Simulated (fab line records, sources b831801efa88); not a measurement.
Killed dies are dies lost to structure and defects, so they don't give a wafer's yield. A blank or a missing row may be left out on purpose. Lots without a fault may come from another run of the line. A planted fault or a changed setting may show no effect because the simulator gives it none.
One fault seen from 2 desks | flow gf180mcu | each desk has only its own numbers; what lay behind them comes last

THE METROLOGY DESK
What the gauges read, lot by lot, whatever tool the lot ran on: means of the sampled wafers that have a number. A lot is out of limits, marked OUT, if its mean lies more than 4 standard deviations from the usual mean; the brackets give that distance.
Columns: A = CONTACT_BOW at GF_CONTACT_BOW_MEAS_05, usual 66 um; B = cd_nm at GF_CONTACT_CD_MEAS_14, usual 219.3 nm
lot  | first seen here | A  | B
L424 | day 15 22:53    | 67 | 220.0
L425 | day 16 04:23    | 65 | 218.3
L428 | day 17 08:55    | 66 | 218.5
L429 | day 17 17:50    | 71 | 222.0
L430 | day 18 00:42    | 65 | 219.2
L435 | day 19 18:17    | 66 | 218.3
L437 | day 21 05:35    | 69 | 246.6 (+23) OUT
L438 | day 21 06:02    | 61 | 219.4
L439 | day 21 21:33    | 67 | 243.7 (+20) OUT
L440 | day 21 22:58    | 60 | 241.1 (+18) OUT
L441 | day 22 15:01    | 68 | 218.8
L443 | day 23 02:21    | 66 | 218.3
L445 | day 23 16:41    | 72 | 219.7
This desk's finding: out of limits on L437, L439, L440; first on L437, day 22 04:34 (cd_nm at GF_CONTACT_CD_MEAS_14). In limits: L424, L425, L428, L429, L430, L435, L438, L441, L443, L445.

THE TOOL OWNER'S DESK: krf_scanner-01
The tool's own readings at GF_CONTACT_EXPOSE_11 (exposes mask Contact, target cd 220 nm): means of the sampled wafers that have a number, for each lot that ran on this tool. A lot is out of limits, marked OUT, if its mean lies more than 4 standard deviations from the usual mean; the brackets give that distance.
Columns: A = exposure_dose_mJ_cm2 at GF_CONTACT_EXPOSE_11, usual 38.09
lot  | first seen here | A
L425 | day 16 16:23    | 38.22
L430 | day 18 12:47    | 38.21
L437 | day 21 17:41    | 45.43 (+67) OUT
L439 | day 22 09:25    | 43.94 (+53) OUT
L440 | day 22 10:46    | 43.96 (+53) OUT
This desk's finding: out of limits on L437, L439, L440; first on L437, day 21 17:41 (exposure_dose_mJ_cm2 at GF_CONTACT_EXPOSE_11). In limits: L425, L430.

PUT TOGETHER
The tool owner's desk could have raised an alarm at day 21 17:41, on L437, L439, L440.
The metrology desk could have raised an alarm at day 22 04:34, on L437, L439, L440.
Of the lots named, all ran GF_CONTACT_EXPOSE_11 on krf_scanner-01.

WHAT THE SIMULATOR HAD PUT IN
Process parameter drift: krf_scanner-01, from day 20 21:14 on, at GF_CONTACT_EXPOSE_11. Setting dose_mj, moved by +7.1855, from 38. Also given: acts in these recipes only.
Lots struck among those shown: L437, L439, L440.
Hours from the fault's start to each desk's first reading out of limits: the tool owner's desk, 20; the metrology desk, 31.
